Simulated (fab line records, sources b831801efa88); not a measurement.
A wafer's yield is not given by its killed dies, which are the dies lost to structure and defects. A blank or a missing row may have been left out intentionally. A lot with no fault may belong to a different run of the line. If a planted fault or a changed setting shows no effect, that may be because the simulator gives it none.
fab line records    flow sky130
record lots=6  wafers=17  last-day=50
route steps=708 shown METAL5@664
lots with no fault: from the same line, run without faults
start-h: start of the lot's first displayed wafer, in hours after the record's first day    wait-h: time in hours since the lot's previous step    " repeats the value in the row above    L1.1+2: a row that stands for several wafers    - either no value or no given start    * or withheld: withheld    < > ~ a bound
route shown NAME@n: a module of which the file shows steps, and the number in the route of the first    usual: the fault-free wafers' mean and standard deviation    same: alike in all rows    chamber/n: place in a boat    sites: readings site by site    _std_site: their standard deviation    _edge_site: inner sites' mean taken away from outer sites' mean    radius-mm: for every site, how far away it sits from the centre of the wafer    mask NAME#n: copy n    behind: the last tool/chamber to shape the wafer    hold: what put the lot on hold/how long, in hours/how the hold closed    device: which transistor (n, p or np) failed to switch    end of line: at the end of the route, the tests of the same wafers    for a step that has no rows: nothing shown but its recipe    killed: count of dies lost to structure and defects at first sort (not the wafer's yield)    map: the dies of a wafer, with x for killed, . for not killed, _ for no die there
set.NAME: setting as actually run; set.NAME@STEP: the setting as run at that earlier step    model.NAME: the simulator's own value behind a step, which no gauge read
a table for each step, a row for each wafer; lots at some steps of the route
services: from which hour (start-h, from the record's first day; less than 0 if before it) a tool's chamber was out of use, for how many hours, and why
## steps
# step SKY_METAL5_SPUTTER_03
# recipe material=Ti  target-thk-nm=5  power-w=3000  time-s=3.3  chamber-pressure-pa=0.4
# usual throttle-valve-pct=29.6/1.1
lot.wafer  tool            chamber  start-h  wait-h  throttle-valve-pct
L841.1     pvd-sputter-02  -        1000.87  0.0     29.7
L841.3     "               -        "        "       30.9
L841.6     "               -        "        "       30.9
L850.4     pvd-sputter-02  -        1065.47  0.0     29.0
L850.5     "               -        "        "       30.5
L850.6     "               -        "        "       30.9
L857.4     pvd-sputter-01  -        1105.75  0.0     27.4
L857.5     "               -        "        "       30.0
L859.1     pvd-sputter-04  -        1117.54  0.0     28.5
L859.2     "               -        "        "       30.3
L859.4     "               -        "        "       29.6
L861.2     pvd-sputter-01  -        1130.38  0.0     27.6
L861.4     "               -        "        "       29.8
L861.5     "               -        "        "       27.4
L864.2     pvd-sputter-02  -        1147.75  0.0     31.0
L864.4     "               -        "        "       29.8
L864.6     "               -        "        "       31.0
# step SKY_METAL5_SPUTTER_04
# recipe material=TiN  target-thk-nm=70  power-w=6500  time-s=58.3  chamber-pressure-pa=0.4
# usual throttle-valve-pct=29.6/1.1
lot.wafer  tool            chamber  start-h  wait-h  throttle-valve-pct
L841.1     pvd-sputter-02  -        1000.89  0.0     29.9
L841.3     "               -        "        "       30.9
L841.6     "               -        "        "       30.9
L850.4     pvd-sputter-02  -        1065.51  0.0     29.1
L850.5     "               -        "        "       30.8
L850.6     "               -        "        "       31.0
L857.4     pvd-sputter-01  -        1105.77  0.0     27.3
L857.5     "               -        "        "       30.0
L859.1     pvd-sputter-04  -        1117.55  0.0     28.9
L859.2     "               -        "        "       30.5
L859.4     "               -        "        "       29.6
L861.2     pvd-sputter-01  -        1130.40  0.0     27.4
L861.4     "               -        "        "       30.0
L861.5     "               -        "        "       27.5
L864.2     pvd-sputter-02  -        1147.77  0.0     30.9
L864.4     "               -        "        "       29.8
L864.6     "               -        "        "       30.6
# step SKY_METAL5_RS_MEAS_05
# recipe thk-meas-gauge=four-point-probe  reads=TiN_of_METAL5_SPUTTER_04+Ti_of_METAL5_SPUTTER_03+AlCu_of_METAL5_SPUTTER_02+TiN_of_METAL5_SPUTTER_01+Ti_of_METAL5_SPUTTER_00
# usual METAL5_ALCU_RS=0.02703/0.00024
lot.wafer  tool           chamber  start-h  wait-h  METAL5_ALCU_RS[ohm/sq]
L841.1     film-metro-03  -        1000.94  0.0     0.02655
L841.3     "              -        "        "       0.02642
L841.6     "              -        "        "       0.02654
L850.4     film-metro-01  -        1065.59  0.1     0.02713
L850.5     "              -        "        "       0.02668
L850.6     "              -        "        "       0.0265
L857.4     film-metro-01  -        1105.88  0.1     0.02674
L857.5     "              -        "        "       0.0269
L859.1     film-metro-03  -        1117.60  0.0     0.02702
L859.2     "              -        "        "       0.02727
L859.4     "              -        "        "       0.0271
L861.2     film-metro-01  -        1130.47  0.0     0.02686
L861.4     "              -        "        "       0.02695
L861.5     "              -        "        "       0.02685
L864.2     film-metro-01  -        1147.83  0.0     0.02711
L864.4     "              -        "        "       0.02718
L864.6     "              -        "        "       0.0271
# step SKY_METAL5_THK_MEAS_06
# recipe thk-meas-gauge=xrf  reads=AlCu_of_METAL5_SPUTTER_02
# usual METAL5_ALCU_THK=1164/13
lot.wafer  tool           chamber  start-h  wait-h  METAL5_ALCU_THK[nm]
L841.1     film-metro-03  -        1001.06  0.1     1191
L841.3     "              -        "        "       1205
L841.6     "              -        "        "       1193
L850.4     film-metro-01  -        1065.68  0.1     1152
L850.5     "              -        "        "       1174
L850.6     "              -        "        "       1180
L857.4     film-metro-01  -        1105.97  0.1     1171
L857.5     "              -        "        "       1163
L859.1     film-metro-03  -        1117.72  0.1     1169
L859.2     "              -        "        "       1159
L859.4     "              -        "        "       1162
L861.2     film-metro-01  -        1130.58  0.1     1164
L861.4     "              -        "        "       1149
L861.5     "              -        "        "       1162
L864.2     film-metro-01  -        1147.94  0.1     1150
L864.4     "              -        "        "       1141
L864.6     "              -        "        "       1150
# step SKY_METAL5_DEHYDRATE_07
# recipe temp-c=200  time-s=60
# step SKY_METAL5_HMDS_08
# recipe prime-time-s=60  prime-temp-c=120
# step SKY_METAL5_COAT_09
# recipe resist=NOVOLAK  spin-rpm=3000  resist-thk-nm=1800
# step SKY_METAL5_SOFTBAKE_10
# recipe temp-c=90  time-s=60  resist=NOVOLAK
# step SKY_METAL5_EXPOSE_11
# recipe mask-id=MM5  na=0.6  source-shape=conventional  sigma-outer=0.6  polarization=unpolarized  target-cd-nm=1600  dose-mj=190
# step SKY_METAL5_PEB_12
# recipe temp-c=withheld  time-s=*  resist=NOVOLAK
# step SKY_METAL5_DEVELOP_13
# recipe resist=NOVOLAK  developer=TMAH  develop-time-s=60  dev-temp-c=23
# step SKY_METAL5_DESCUM_14
# recipe chemistry=O2  source-power-w=150  bias-power-w=0  pressure-mtorr=10  temp-c=40  time-s=11
# usual chamber-pressure-mTorr=10.000/0.0092  drypump-motor-current-A=5.8/0.39  oes-product-au=1.005/0.01  temp-c=40.00/0.13
lot.wafer  tool          chamber  start-h  wait-h  chamber-pressure-mTorr  drypump-motor-current-A  oes-product-au  rf-hours-counter-h  temp-c
L841.1     rie-metal-02  0        1024.40  0.1     9.995                   5.9                      1.017           9                   40.18
L841.3     "             1        "        "       10.004                  5.3                      1.010           -                   40.08
L841.6     "             0        "        "       9.997                   5.9                      1.014           -                   40.27
L850.4     rie-metal-03  1        1086.32  0.1     10.012                  5.7                      1.000           -                   40.12
L850.5     "             0        "        "       9.987                   6.1                      0.999           -                   40.06
L850.6     "             1        "        "       9.990                   5.7                      0.993           -                   40.12
L857.4     rie-metal-02  0        1125.77  0.1     10.001                  5.9                      1.016           -                   39.80
L857.5     "             1        "        "       10.004                  5.3                      1.023           -                   39.88
L859.1     rie-metal-02  0        1136.56  0.1     10.000                  5.9                      1.020           18                  39.95
L859.2     "             1        "        "       9.996                   5.3                      1.017           26                  39.98
L859.4     "             0        "        "       10.005                  5.9                      1.012           -                   40.03
L861.2     rie-metal-04  1        1148.61  0.1     9.994                   6.6                      1.001           27                  39.96
L861.4     "             1        "        "       10.013                  6.6                      1.005           -                   39.91
L861.5     "             0        "        "       10.012                  6.0                      1.012           -                   39.84
L864.2     rie-metal-04  0        1165.06  0.1     10.002                  6.0                      1.022           23                  40.14
L864.4     "             1        "        "       10.003                  6.6                      1.008           -                   40.11
L864.6     "             0        "        "       10.006                  6.0                      1.024           -                   40.17
# step SKY_METAL5_METAL_ETCH_15
# recipe target-depth-a=12600  stop-on=SiO2  over-etch-frac=0.2  time-s=252  chemistry=Cl2/BCl3  resist-sidewall-deg=86  pressure-mtorr=10  icp-w=900  bias-w=48.5  Cl2_flow_sccm=60  bcl3-flow-sccm=30
# usual chamber-pressure-mTorr=9.999/0.0084  drypump-motor-current-A=5.8/0.39  oes-product-au=0.894/0.0051  throttle-valve-pct=22.262/0.0081
lot.wafer  tool          chamber  start-h  wait-h  chamber-pressure-mTorr  drypump-motor-current-A  oes-product-au  rf-hours-counter-h  throttle-valve-pct  model.NOVOLAK_of_METAL5_COAT_09.thk-nm  model.METAL5.cd-nm  model.SiO2_of_VIA4_HDPCVD_00.thk-nm
L841.1     rie-metal-02  0        1024.44  0.0     10.001                  6.0                      0.892           9                   22.252              1039                                    1605                550.2
L841.3     "             1        "        "       9.998                   5.3                      0.887           -                   22.269              1034                                    1600                550.6
L841.6     "             0        "        "       10.005                  5.9                      0.903           -                   22.268              1026                                    1602                550
L850.4     rie-metal-03  1        1086.42  0.1     9.994                   5.7                      0.893           -                   22.268              1034                                    1597                548.8
L850.5     "             0        "        "       10.003                  6.1                      0.900           -                   22.273              1041                                    1607                549.9
L850.6     "             1        "        "       10.012                  5.7                      0.898           -                   22.281              1033                                    1604                548.4
L857.4     rie-metal-02  0        1125.87  0.1     9.985                   5.9                      0.891           -                   22.244              1163                                    1625                554.4
L857.5     "             1        "        "       10.000                  5.3                      0.882           -                   22.262              1161                                    1617                555.9
L859.1     rie-metal-02  0        1136.59  0.0     9.992                   5.9                      0.898           18                  22.262              1028                                    1602                549.2
L859.2     "             1        "        "       10.001                  5.3                      0.889           26                  22.269              1027                                    1593                548.2
L859.4     "             0        "        "       9.990                   5.9                      0.902           -                   22.269              1151                                    1608                553.5
L861.2     rie-metal-04  1        1148.65  0.0     10.001                  6.6                      0.896           27                  22.260              1033                                    1596                548.5
L861.4     "             1        "        "       10.002                  6.6                      0.888           -                   22.261              1024                                    1601                549.4
L861.5     "             0        "        "       9.995                   6.1                      0.894           -                   22.252              1015                                    1599                548.3
L864.2     rie-metal-04  0        1165.09  0.0     9.998                   6.0                      0.885           23                  22.270              1013                                    1606                550
L864.4     "             1        "        "       10.001                  6.6                      0.889           -                   22.264              1032                                    1608                549.3
L864.6     "             0        "        "       9.978                   6.0                      0.894           -                   22.259              1016                                    1606                549.7
# step SKY_METAL5_STRIP_16
# recipe chemistry=O2/N2  power-w=1400  pressure-mtorr=1500  platen-temp-c=withheld  o2-flow-sccm=3000  n2-flow-sccm=300  overash-fraction=0.5
# usual chamber-pressure-mTorr=1499.8/1.4  drypump-motor-current-A=5.4/0.51  oes-product-au=0.710/0.0046  strip-time-to-endpoint-s=12.99/0.11
lot.wafer  tool             chamber  start-h  wait-h  chamber-pressure-mTorr  drypump-motor-current-A  oes-product-au  rf-hours-counter-h  strip-time-to-endpoint-s
L841.1     plasma-asher-02  1        1024.67  0.2     1500.1                  4.8                      0.711           124                 13.12
L841.3     "                1        "        "       1500.9                  4.8                      0.709           -                   13.07
L841.6     "                0        "        "       1498.4                  6.0                      0.715           -                   12.97
L850.4     plasma-asher-04  1        1086.61  0.1     1499.5                  5.0                      0.712           -                   13.09
L850.5     "                1        "        "       1501.2                  5.0                      0.718           -                   13.13
L850.6     "                0        "        "       1500.3                  5.6                      0.702           -                   13.06
L857.4     plasma-asher-01  0        1126.06  0.1     1500.9                  5.2                      0.711           -                   14.52
L857.5     "                0        "        "       1497.2                  5.2                      0.706           -                   14.47
L859.1     plasma-asher-01  1        1136.82  0.2     1498.3                  6.0                      0.717           70                  12.99
L859.2     "                0        "        "       1499.2                  5.2                      0.707           70                  12.99
L859.4     "                0        "        "       1499.9                  5.2                      0.711           -                   14.38
L861.2     plasma-asher-02  1        1148.88  0.2     1501.5                  4.8                      0.708           8                   13.05
L861.4     "                1        "        "       1499.4                  4.8                      0.706           -                   12.96
L861.5     "                1        "        "       1498.2                  4.8                      0.706           -                   12.84
L864.2     plasma-asher-02  0        1165.32  0.2     1499.9                  6.1                      0.710           10                  12.81
L864.4     "                1        "        "       1501.6                  4.8                      0.714           -                   13.04
L864.6     "                0        "        "       1497.4                  6.1                      0.713           -                   12.83
# step SKY_METAL5_STRIP_17
# recipe chemistry=post-etch-residue-remover  time-s=1200  temp-c=72.5
## services
tool             chamber  start-h  hours  kind
rie-metal-03     -        999.00   1.4    pm
rie-metal-04     -        1026.02  0.4    repair
pvd-sputter-04   -        1030.48  4.3    repair
rie-metal-04     1        1035.49  5.6    repair
plasma-asher-04  -        1039.85  5.7    repair
plasma-asher-01  -        1042.12  5.5    repair
plasma-asher-02  -        1055.25  9.0    pm
plasma-asher-02  0        1055.25  9.0    vent-cycle
plasma-asher-02  1        1055.25  9.0    vent-cycle
plasma-asher-02  0        1064.25  -      clean
plasma-asher-02  1        1064.25  -      clean
plasma-asher-01  -        1069.16  0.4    repair
plasma-asher-01  -        1091.55  2.4    repair
pvd-sputter-02   -        1121.10  13.7   repair
rie-metal-03     0        1123.41  -      clean
rie-metal-03     0        1123.41  -      consumable-replace:focus-ring
rie-metal-03     0        1123.41  23.7   scheduled-down
rie-metal-03     0        1123.41  23.7   vent-cycle
plasma-asher-02  -        1158.26  3.0    repair
pvd-sputter-04   -        1165.36  6.2    repair
## key
first-sign step=SKY_METAL5_STRIP_16  reading=strip-time-to-endpoint-s  direction=up  sigmas=13  usual=*  struck=*
effect none on later readings
model-effect step=SKY_METAL5_METAL_ETCH_15  value=NOVOLAK_of_METAL5_COAT_09.thk-nm  without=1025  struck=1158
met-at SKY_METAL5_METAL_ETCH_15
struck-wafers L857.4,L857.5,L859.4
sort-left-out L857.4,L857.5,L859.4
onset-between 1024.44 1125.87
fault kind=process-parameter-drift  tool=rie-metal-02  chamber=-  onset-h=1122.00  steps=SKY_METAL5_METAL_ETCH_15  channel=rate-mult  offset=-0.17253  shape=step  end-h=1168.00  scope=struck-wafers-only
# sort-left-out: the simulated sort isn't trusted on such a fault, so these wafers' sort isn't shown, and their yield isn't known
